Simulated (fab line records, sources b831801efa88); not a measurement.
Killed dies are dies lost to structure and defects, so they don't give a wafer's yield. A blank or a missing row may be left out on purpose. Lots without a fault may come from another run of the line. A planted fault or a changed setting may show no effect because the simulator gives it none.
Problem report in the 8D (eight disciplines) form, filled by code | flow sky130 | the parts of the form that need people (team, actions taken, sign-off) are left out

1. THE PROBLEM
killed_at_front_end at SKY_PAD_OPEN_PROBE_99 reads a mean of 70 on 6 wafers of 2 lots; wafers without a fault read 14 with a standard deviation of 4.4. That is +13 standard deviations from the usual mean.
First seen on wafer L767.1, day 48 09:17, on prober-01. The record holds 39 wafers of 13 lots with a number at this step. Rule for "out", or "out of limits": more than 4 standard deviations from the usual mean. The other wafers with a number count as sound.

2. WHAT IT IS AND WHAT IT IS NOT
question                    | is                     | is not
which readings at this step | killed_at_front_end    | killed_at_M0_to_M3, killed_at_M4_up, killed_at_contacts, killed_at_other, killed_open
which lots                  | L767, L769             | L758, L759, L770, L773, L774, L776, L777, L778, L779, L780, L781
which wafers of those lots  | all that have a number | -
read on which tools         | prober-01              | prober-02
when                        | from day 48 09:17      | up to then (6 sound wafers); but 27 sound wafers of L770, L773, L774, L776, L777, L778, L779, L780, L781 came after

3. SUSPECTS, AND WHAT RULES EACH OUT
Counting: a tool at a process step up to the reading stays a suspect if it ran every lot that is out and no sound lot after the first of them.
- wet_bench-03 at SKY_SONOS_TUNNEL_STRIP_11 (strips in SPM, time 600 s): ruled out as a lasting fault. Sound lots L779 ran on it after its first lot that is out, L767 (day 14 16:49).
- prober-01 at SKY_PAD_OPEN_PROBE_99: ruled out as a lasting fault. Sound lots L773, L774, L776, L779, L780 ran on it after its first lot that is out, L767 (day 48 09:17).
Left after counting: nothing in the record.

4. THE CAUSE (what the simulator had put in)
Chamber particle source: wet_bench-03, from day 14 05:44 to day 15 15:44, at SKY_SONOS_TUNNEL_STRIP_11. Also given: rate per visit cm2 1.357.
Counting ruled it out, wrongly: the rule takes a fault to strike every lot that its tool runs from its start on, and this one did not.

5. THE CHAIN OF EFFECTS, in route order
Each row: a reading whose mean over the struck wafers that have a number lies more than 3 standard deviations from the usual. Only readings for which the record gives a usual standard deviation are gone through. hours: the time from each lot's start at the first step in this table that gives one to its start at this step, as a median over the lots. sigmas: the change in usual standard deviations.
hours | step                  | reading             | usual | on struck wafers | change | sigmas
0     | SKY_PAD_OPEN_PROBE_99 | killed_at_front_end | 14    | 70               | +56    | +13
0     | SKY_PAD_OPEN_PROBE_99 | killed_dies         | 88    | 141              | +53    | +5.3
The process steps in it:
- SKY_PAD_OPEN_PROBE_99

6. WHAT WOULD HAVE CAUGHT IT SOONER
In this record the first reading out of limits was taken at day 48 09:17, 820 hours after the fault began at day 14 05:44.
